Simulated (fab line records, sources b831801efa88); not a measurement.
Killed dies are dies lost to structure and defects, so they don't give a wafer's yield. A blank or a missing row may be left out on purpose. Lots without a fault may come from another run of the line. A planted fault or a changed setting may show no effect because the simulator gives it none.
Problem report in the 8D (eight disciplines) form, filled by code | flow sky130 | the parts of the form that need people (team, actions taken, sign-off) are left out

1. THE PROBLEM
run_length_s at SKY_VIA1_ETCH_15 reads a mean of 86.0 s on 3 wafers of 3 lots; wafers without a fault read 82.2 s with a standard deviation of 0.44. That is +8.7 standard deviations from the usual mean.
The step: etches SiO2 in C4F8/O2/Ar, stops on TiN, target depth 351 nm, time 54 s.
First seen on wafer L594.4, day 38 09:25, on rie_diel-04. The record holds 36 wafers of 13 lots with a number at this step. Rule for "out", or "out of limits": more than 4 standard deviations from the usual mean. The other wafers with a number count as sound.

2. WHAT IT IS AND WHAT IT IS NOT
question                    | is                           | is not
which readings at this step | run_length_s, oes_product_au | -
which lots                  | L594, L596, L598             | L586, L588, L589, L601, L602, L605, L606, L607, L608, L609
which wafers of those lots  | L594.4, L596.4, L598.1       | L594.3, L596.2, L598.2
read on which tools         | rie_diel-04                  | rie_diel-02, rie_diel-03
when                        | from day 38 09:25            | up to then (10 sound wafers); but 23 sound wafers of L596, L598, L601, L602, L605, L606, L607, L608, L609 came after

3. SUSPECTS, AND WHAT RULES EACH OUT
Counting: a tool at a process step up to the reading stays a suspect if it ran every lot that is out. Sound lots after the first of them don't rule it out here, since some wafers of a struck lot are sound.
- rie_diel-04 at SKY_VIA1_ETCH_15 (etches SiO2 in C4F8/O2/Ar, stops on TiN, target depth 351 nm, time 54 s): kept. It ran every lot that is out, first L594 (day 38 09:25). Its own readings are out on those wafers: oes_product_au, run_length_s.
- Within rie_diel-04 at SKY_VIA1_ETCH_15: the wafers that are out ran in chambers 1, 2; their sound lot-mates ran in chambers 0, 3.
Left after counting: rie_diel-04 at SKY_VIA1_ETCH_15.

4. THE CAUSE (what the simulator had put in)
Process parameter drift: rie_diel-04, from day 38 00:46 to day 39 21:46, at SKY_VIA1_ETCH_15. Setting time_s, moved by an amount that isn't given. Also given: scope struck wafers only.
Counting left only this tool.

5. THE CHAIN OF EFFECTS, in route order
Each row: a reading whose mean over the struck wafers that have a number lies more than 3 standard deviations from the usual. Only readings for which the record gives a usual standard deviation are gone through. hours: the time from each lot's start at the first step in this table that gives one to its start at this step, as a median over the lots. sigmas: the change in usual standard deviations.
hours | step             | reading        | usual      | on struck wafers | change | sigmas
0     | SKY_VIA1_ETCH_15 | oes_product_au | 0.982 a.u. | 0.941            | -0.041 | -7.1
0     | SKY_VIA1_ETCH_15 | run_length_s   | 82.2 s     | 86.0             | +3.8   | +8.7
The process steps in it:
- SKY_VIA1_ETCH_15: etches SiO2 in C4F8/O2/Ar, stops on TiN, target depth 351 nm, time 54 s.

6. WHAT WOULD HAVE CAUGHT IT SOONER
In this record the first reading out of limits was taken at day 38 09:25, 9 hours after the fault began at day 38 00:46.
